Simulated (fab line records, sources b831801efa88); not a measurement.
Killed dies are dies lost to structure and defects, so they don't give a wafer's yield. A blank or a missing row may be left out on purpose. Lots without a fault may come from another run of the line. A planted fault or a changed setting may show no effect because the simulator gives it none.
Chamber matching | flow gf180mcu | GF_PASSIVATION_CVD_00 on pecvd-04: 3 sister chambers
The step deposits SiO2 from TEOS, target thk 1000 nm, time 111.95 s. 3 wafers are shown with their chamber, then 7 later ones without.

WAFERS WITH THEIR CHAMBER
wafer  | chamber | heater_power_w (W)
L726.4 | 0       | 550
L726.6 | 1       | 618
L737.4 | 2       | 808

WAFERS WITHOUT THEIR CHAMBER
wafer  | heater_power_w (W)
L737.5 | 537
L738.2 | 646
L738.4 | 684
L738.5 | 784
L739.2 | 644
L739.5 | 676
L739.6 | 754

WHICH CHAMBER EACH WENT THROUGH
wafer  | from the rows above          | in truth
L737.5 | can't be placed: 0 or 1      | 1
L738.2 | can't be placed: 1 or 0      | 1
L738.4 | can't be placed: 1 or 2 or 0 | 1
L738.5 | 2                            | 2
L739.2 | can't be placed: 1 or 0      | 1
L739.5 | can't be placed: 1 or 0 or 2 | 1
L739.6 | can't be placed: 2 or 1      | 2
Placed correctly: 1 of 7. Can't be placed from these rows: 6 (the true chamber is among the candidates in 6). Placed wrongly: 0.
How it was worked out, from the rows above alone: a wafer's distance from a chamber is the root of the sum, over the readings, of the square of ((its reading less the chamber's mean) divided by the reading's scatter). The wafer belongs to the nearest chamber; if the next one is less than 2 further off, it can't be placed. A chamber's mean is the mean of its shown wafers. The scatter: with one shown wafer a chamber, the root of the mean of the squares of how far each hidden wafer lies from its nearest shown one.
